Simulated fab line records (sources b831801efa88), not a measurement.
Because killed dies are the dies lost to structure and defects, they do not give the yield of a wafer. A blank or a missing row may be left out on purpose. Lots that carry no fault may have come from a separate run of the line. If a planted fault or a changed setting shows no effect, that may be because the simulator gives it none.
Which of the tools did it?    flow sky130    7 lots (21 wafers sampled), 1 step of a 708-step route

== WHAT EACH GAUGE READ, for each wafer ==
SKY_VT_ADJUST_HVTP_OVL_MEAS_08.
lot   measured      on          VT_ADJUST_HVTP_OVL (nm)
L959  day 6 17:53   overlay-01  -1.1 -4.0 -2.2
L961  day 7 06:08   overlay-02  0.8 0.0 -0.5
L966  day 8 23:32   overlay-01  3.5 1.2 2.0
L970  day 9 13:11   overlay-02  0.7 -1.3 -1.5
L976  day 11 01:01  overlay-02  -0.3 1.2 0.2
L978  day 11 20:22  overlay-02  -0.7 -0.5 -0.8
L980  day 12 06:59  overlay-01  -0.7 -1.2 -3.3

== EACH LOT AND THE TOOL THAT RAN IT (in order: tool; ch and the chambers of the sampled wafers; start) ==
Before these readings, the record contains no process step.

== THE ANSWER, worked out from the rows above alone ==
Rule: what is usual is taken from the lots themselves. Put in order of their means at a reading, lots are off if they are a third of the lots or fewer, leave a main group of 4 or more, and stand apart from it by a gap of 3 or more times the standard deviation of the main group's means; of several such gaps the widest counts. The tables above print the reading to a certain number of digits; a main group whose means all agree to those digits is not used. Also off: a lot with no number at a reading for which 4 or more lots have one. All remaining lots with rows at the step are treated as sound.
No lot is off at any reading shown: from this, nothing can be told.

== WHAT HAD BEEN PUT IN BY THE SIMULATOR ==
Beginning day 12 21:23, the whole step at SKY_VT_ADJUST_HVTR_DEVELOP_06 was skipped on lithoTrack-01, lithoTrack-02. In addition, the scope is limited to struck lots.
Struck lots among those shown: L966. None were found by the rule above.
